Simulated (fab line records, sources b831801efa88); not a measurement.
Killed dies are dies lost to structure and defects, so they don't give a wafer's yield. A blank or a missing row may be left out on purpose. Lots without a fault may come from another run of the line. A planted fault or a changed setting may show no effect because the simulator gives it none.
A struck lot beside a sound one | flow sky130 | 24 steps out of a route of 708
Sound: wafers L736.2, L736.3, L736.5. Struck: wafers L743.1, L743.3, L743.4. The cause comes at the end.
At each step with rows: each side's tool, then ch and its chambers, then its first start. Under that, the readings that differ: sound wafers | struck wafers | difference of the means | sigmas: that difference in standard deviations of wafers without a fault.
alike: readings whose means differ by less than 2 such deviations, and words and numbers that are the same on both sides. not compared: withheld readings, readings that some wafer has no value for, bounds like >300 that may hide the same value, and numbers for which the record gives no deviation and whose values overlap.
The two part at a step that has a row with sigmas, a row that says differs or no value, or rows on one side only. Numbers that don't overlap but have no deviation are shown without sigmas and don't part them. A reading that every wafer of one side lacks parts them only if that side has two wafers or more.

first, 2 steps without rows for these wafers: SKY_POLY_GATE_CLEAN_19 (cleans in SC1/SC2, time 150 s); SKY_POLY_GATE_OXIDATION_20 (stabilise 600 s, purge 300 s, target thk 4 nm).
SKY_POLY_GATE_THK_MEAS_21:
  sound on film_metro-04, day 20 13:30; struck on film_metro-03, day 23 09:22
  alike: POLY_GATE_OXIDATION_THK
SKY_POLY_GATE_CD_MEAS_22:
  sound on cd_sem-01, day 20 13:41; struck on cd_sem-02, day 23 09:26
  alike: cd_nm
then, 7 steps without rows for these wafers: SKY_LDD_N_DEHYDRATE_00 (time 60 s); SKY_LDD_N_HMDS_01 (prime time 60 s); SKY_LDD_N_COAT_02 (resist thk 300 nm); SKY_LDD_N_SOFTBAKE_03 (time 60 s); SKY_LDD_N_EXPOSE_04 (exposes mask NTM, target cd 840 nm); SKY_LDD_N_PEB_05; SKY_LDD_N_DEVELOP_06 (develop time 60 s).
SKY_LDD_N_OVL_MEAS_07:
  sound on overlay-01, day 21 20:16; struck on overlay-01, day 24 14:52
  alike: LDD_N_OVL
SKY_LDD_N_IMPLANT_08:
  sound on implanter-02 ch 0, day 21 20:20; struck on implanter-02 ch 0, day 24 14:55
  reading            | sound                         | struck                           | difference  | sigmas
  beam_on_s (s)      | 9.84 9.88 10.05               | 61.71 59.92 60.15                | +50.67      | +99 or more
  dose_ions_cm2      | 7.503e+13 7.495e+13 7.494e+13 | 5.8406e+14 5.8403e+14 5.8405e+14 | +5.0907e+14 | +99 or more
  faraday_current_uA | 428 429 418                   | 535 549 547                      | +119        | +16
then, 7 steps without rows for these wafers: SKY_LDD_N_IMPLANT_09; SKY_LDD_N_IMPLANT_10; SKY_LDD_N_IMPLANT_11; SKY_LDD_N_IMPLANT_12; SKY_LDD_N_IMPLANT_13; SKY_LDD_N_IMPLANT_14; SKY_LDD_N_IMPLANT_15.
SKY_LDD_N_STRIP_16: strips in O2/N2.
  sound on plasma_asher-02 ch 0,1, day 21 21:30; struck on plasma_asher-02 ch 0,1, day 24 16:07
  reading                      | sound             | struck            | difference | sigmas
  strip_time_to_endpoint_s (s) | 4.323 4.301 4.321 | 5.476 5.451 5.449 | +1.144     | +76
  alike: drypump_motor_current_A, oes_product_au
  not compared: rf_hours_counter_h
SKY_LDD_N_TW_MEAS_17:
  sound on film_metro-02, day 21 21:37; struck on film_metro-01, day 24 16:13
  reading  | sound          | struck         | difference | sigmas
  LDD_N_TW | 2515 2521 2503 | 2948 2966 2944 | +440       | +10
then, 1 step without rows for these wafers: SKY_LDD_P_DEHYDRATE_00 (time 60 s).
-- the record jumps here: 25 days lie between the struck wafers' starts before and after (it left off in module LDD_P and takes up again in module PAD_OPEN, whose first step shown is number 708 of the route) --
SKY_PAD_OPEN_PROBE_99:
  sound on prober-02, day 47 23:12; struck on prober-01, day 49 20:21
  reading                                   | sound             | struck            | difference | sigmas
  model.etest.tip_n.rs_ohm_sq               | 444.2 439.4 441.4 | 269.2 267.1 268.7 | -173.3     |
  model.etest.nfet_01v8.r_on_ohm_um         | 833.7 821.4 839.8 | 777.5 768.2 779   | -56.7      |
  model.etest.nfet_01v8_lvt.drive_ua_um     | 578.2 577.5 569.3 | 630.6 643.4 623.8 | +57.6      |
  model.etest.nfet_01v8.drive_ua_um         | 500.9 508.8 495.1 | 558.8 564.2 543.9 | +54.0      |
  model.etest.nfet_01v8_turned.drive_ua_um  | 506.6 510.5 499.6 | 559.6 564.9 540.1 | +49.3      |
  model.etest.sram_nfet_pass.drive_ua_um    | 465.8 468.5 458.1 | 539.1 557.5 529   | +77.7      |
  model.etest.nfet_01v8_swapped.drive_ua_um | 504.1 508.4 496.8 | 540.3 548.2 530.4 | +36.5      |
  alike: killed_at_M0_to_M3, killed_at_M4_up, killed_at_contacts, killed_at_front_end, killed_at_other, killed_dies, killed_open, killed_short
  not compared: model.etest.ring_1v8.delay_ps

WHERE THEY PART
First at SKY_LDD_N_IMPLANT_08; last, within this record, at SKY_LDD_N_TW_MEAS_17. Later steps at which nothing parts them and some readings are alike: SKY_PAD_OPEN_PROBE_99.

WHY: what the simulator had put in
Process parameter drift: implanter-02, from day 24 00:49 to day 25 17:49, at SKY_LDD_N_IMPLANT_08. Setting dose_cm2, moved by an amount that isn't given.
